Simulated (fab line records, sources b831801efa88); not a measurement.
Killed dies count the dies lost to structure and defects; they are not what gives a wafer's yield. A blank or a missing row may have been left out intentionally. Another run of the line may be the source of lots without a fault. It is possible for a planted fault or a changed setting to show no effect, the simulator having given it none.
Code-filled problem report in 8D (eight disciplines) form    flow sky130    the parts of the form that need people (team, actions taken, sign-off) are left out

1. PROBLEM STATEMENT
Mean of beamEnergyKeV at SKY_LDD_N_IMPLANT_11: 17.669 across 9 wafers in 3 lots; on wafers with no fault it is 20.000 (standard deviation 0.0061). That is -99 or more standard deviations from the usual mean.
First observed at day 23 05:20: wafer L368.1, on implanter-01. Wafers with a number at this step in the record: 45, from 15 lots. By rule, "out" or "out of limits" means more than 4 standard deviations away from the usual mean. All remaining wafers that have a number are taken as sound.

2. WHAT IT IS, WHAT IT ISN'T
question                     is                      is not
which readings at this step  beamEnergyKeV           -
which lots                   L368, L370, L371        L354, L357, L360, L362, L363, L364, L365, L366, L367, L369, L372, L377
which wafers of those lots   all that have a number  -
read on which tools          implanter-01            implanter-02, implanter-03
when                         from day 23 05:20       up to then (27 sound wafers); but 9 sound wafers of L369, L372, L377 came after

3. THE SUSPECTS, EACH WITH WHAT RULES IT OUT
Counting: a tool at any process step up to the reading remains a suspect when it ran all the lots that are out and ran no sound lot after the first of those.
- implanter-01 at SKY_LDD_N_IMPLANT_11: kept. It ran every lot that is out, first L368 (day 23 05:20), and no sound lot after that; its last sound lot up to then is L366 (day 23 02:03). Its own readings are out on those wafers: beamEnergyKeV.
After counting, what remains is implanter-01 at SKY_LDD_N_IMPLANT_11.

4. THE CAUSE (what the simulator had put in)
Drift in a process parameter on implanter-01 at SKY_LDD_N_IMPLANT_11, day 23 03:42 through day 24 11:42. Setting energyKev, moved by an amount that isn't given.
This tool alone remained once counting was done.

5. THE EFFECT CHAIN, in route order
Each row: a reading where the mean over the struck wafers with a number is more than 3 standard deviations away from the usual. Scope: only readings with a usual standard deviation given in the record; hours: median across lots of the time from each lot's start at the first step in this table that gives one to its start at this step; sigmas: change in usual standard deviations.
hours  step                  reading        usual   on struck wafers  change  sigmas
0      SKY_LDD_N_IMPLANT_11  beamEnergyKeV  20.000  17.669            -2.331  -99 or more
Its process steps:
- SKY_LDD_N_IMPLANT_11

6. WHAT WOULD HAVE CAUGHT IT SOONER
In this record no reading fell out of limits until day 23 05:20, 2 hours after the fault had begun at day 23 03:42.
